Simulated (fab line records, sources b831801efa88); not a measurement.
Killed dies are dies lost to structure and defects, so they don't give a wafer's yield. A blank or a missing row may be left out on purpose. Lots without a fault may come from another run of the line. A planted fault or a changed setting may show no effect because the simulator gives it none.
Chamber matching | flow gf180mcu | GF_V5_CMP_04 on cmp-01: 4 sister chambers
The step polishes SiO2. 8 wafers are shown with their chamber, then 7 later ones without.

WAFERS WITH THEIR CHAMBER
wafer  | chamber | motor_current_A (A)
L264.4 | 0       | 11.9
L266.5 | 2       | 11.0
L266.6 | 3       | 10.7
L270.1 | 0       | 11.5
L270.3 | 1       | 12.6
L270.5 | 2       | 11.1
L275.1 | 1       | 12.2
L275.2 | 3       | 10.7

WAFERS WITHOUT THEIR CHAMBER
wafer  | motor_current_A (A)
L275.5 | 11.0
L276.1 | 11.4
L276.3 | 11.8
L276.5 | 13.1
L279.3 | 11.5
L279.4 | 11.2
L279.6 | 12.4

WHICH CHAMBER EACH WENT THROUGH
wafer  | from the rows above          | in truth
L275.5 | can't be placed: 2 or 3      | 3
L276.1 | can't be placed: 0 or 2 or 3 | 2
L276.3 | 0                            | 0
L276.5 | 1                            | 1
L279.3 | can't be placed: 0 or 2      | 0
L279.4 | can't be placed: 2 or 0 or 3 | 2
L279.6 | 1                            | 1
Placed correctly: 3 of 7. Can't be placed from these rows: 4 (the true chamber is among the candidates in 4). Placed wrongly: 0.
How it was worked out, from the rows above alone: a wafer's distance from a chamber is the root of the sum, over the readings, of the square of ((its reading less the chamber's mean) divided by the reading's scatter). The wafer belongs to the nearest chamber; if the next one is less than 2 further off, it can't be placed. A chamber's mean is the mean of its shown wafers. The scatter: the root of (the sum of the squares of (reading less its chamber's mean) over the shown wafers, divided by (wafers less chambers)).
